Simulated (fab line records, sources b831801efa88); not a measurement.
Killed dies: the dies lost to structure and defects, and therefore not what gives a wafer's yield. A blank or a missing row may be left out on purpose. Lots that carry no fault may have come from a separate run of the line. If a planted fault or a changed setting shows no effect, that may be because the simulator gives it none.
Chamber matching / flow sky130 / 4 sister chambers for SKY_VIA2_ETCH_15 on rie-diel-02
The step etches SiO2 in C4F8/O2/Ar, stops on TiN, target depth 546 nm, time 84 s. 22 wafers are shown with their chamber, then 11 later ones without.

== WAFERS WITH THEIR CHAMBER ==
wafer=L075.1; chamber=1; oes-product-au (a.u.)=0.941
wafer=L075.5; chamber=2; oes-product-au (a.u.)=0.944
wafer=L075.6; chamber=1; oes-product-au (a.u.)=0.937
wafer=L078.1; chamber=0; oes-product-au (a.u.)=0.934
wafer=L078.2; chamber=1; oes-product-au (a.u.)=0.940
wafer=L078.3; chamber=2; oes-product-au (a.u.)=0.935
wafer=L085.1; chamber=3; oes-product-au (a.u.)=0.946
wafer=L085.2; chamber=0; oes-product-au (a.u.)=0.945
wafer=L085.3; chamber=1; oes-product-au (a.u.)=0.943
wafer=L085.4; chamber=2; oes-product-au (a.u.)=0.939
wafer=L085.5; chamber=3; oes-product-au (a.u.)=0.935
wafer=L085.6; chamber=0; oes-product-au (a.u.)=0.938
wafer=L086.3; chamber=3; oes-product-au (a.u.)=0.942
wafer=L086.5; chamber=0; oes-product-au (a.u.)=0.943
wafer=L086.6; chamber=3; oes-product-au (a.u.)=0.945
wafer=L088.1; chamber=3; oes-product-au (a.u.)=0.939
wafer=L088.2; chamber=0; oes-product-au (a.u.)=0.948
wafer=L088.3; chamber=2; oes-product-au (a.u.)=0.933
wafer=L089.1; chamber=2; oes-product-au (a.u.)=0.941
wafer=L089.5; chamber=2; oes-product-au (a.u.)=0.931
wafer=L089.6; chamber=3; oes-product-au (a.u.)=0.939
wafer=L090.2; chamber=1; oes-product-au (a.u.)=0.931

SIGNATURES, as means of the wafers listed above
reading=oes-product-au; chamber 0=0.94160; chamber 1=0.93840; chamber 2=0.93717; chamber 3=0.94100; scatter within a chamber=0.00485
Rule: a wafer's distance from a chamber is the root of the sum, over the readings, of the square of ((its reading less the chamber's mean) divided by the reading's scatter). The wafer belongs to the nearest chamber; if the next one is less than 2 further off, it can't be placed. The scatter: take each reading less its chamber's mean, square it, sum over the shown wafers, divide by the number of wafers less the number of chambers, and take the root.

== WAFERS MISSING THEIR CHAMBER ==
wafer=L090.3; oes-product-au (a.u.)=0.930
wafer=L090.4; oes-product-au (a.u.)=0.930
wafer=L091.1; oes-product-au (a.u.)=0.940
wafer=L091.4; oes-product-au (a.u.)=0.937
wafer=L091.6; oes-product-au (a.u.)=0.946
wafer=L096.1; oes-product-au (a.u.)=0.945
wafer=L096.2; oes-product-au (a.u.)=0.944
wafer=L096.3; oes-product-au (a.u.)=0.936
wafer=L096.4; oes-product-au (a.u.)=0.946
wafer=L096.5; oes-product-au (a.u.)=0.941
wafer=L096.6; oes-product-au (a.u.)=0.938

== EACH ONE'S CHAMBER ==
wafer=L090.3; from the rows above=can't be placed: 2 or 1 or 3 or 0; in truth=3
wafer=L090.4; from the rows above=can't be placed: 2 or 1 or 3 or 0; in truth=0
wafer=L091.1; from the rows above=can't be placed: 3 or 1 or 0 or 2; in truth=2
wafer=L091.4; from the rows above=can't be placed: 2 or 1 or 3 or 0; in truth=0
wafer=L091.6; from the rows above=can't be placed: 0 or 3 or 1 or 2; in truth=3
wafer=L096.1; from the rows above=can't be placed: 0 or 3 or 1 or 2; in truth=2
wafer=L096.2; from the rows above=can't be placed: 0 or 3 or 1 or 2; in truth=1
wafer=L096.3; from the rows above=can't be placed: 2 or 1 or 3 or 0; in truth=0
wafer=L096.4; from the rows above=can't be placed: 0 or 3 or 1 or 2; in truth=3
wafer=L096.5; from the rows above=can't be placed: 3 or 0 or 1 or 2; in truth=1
wafer=L096.6; from the rows above=can't be placed: 1 or 2 or 3 or 0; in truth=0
Correctly placed: 0 of 11. Cannot be placed on the basis of these rows: 11; the candidates contain the true chamber in 11. Number placed wrongly: 0.
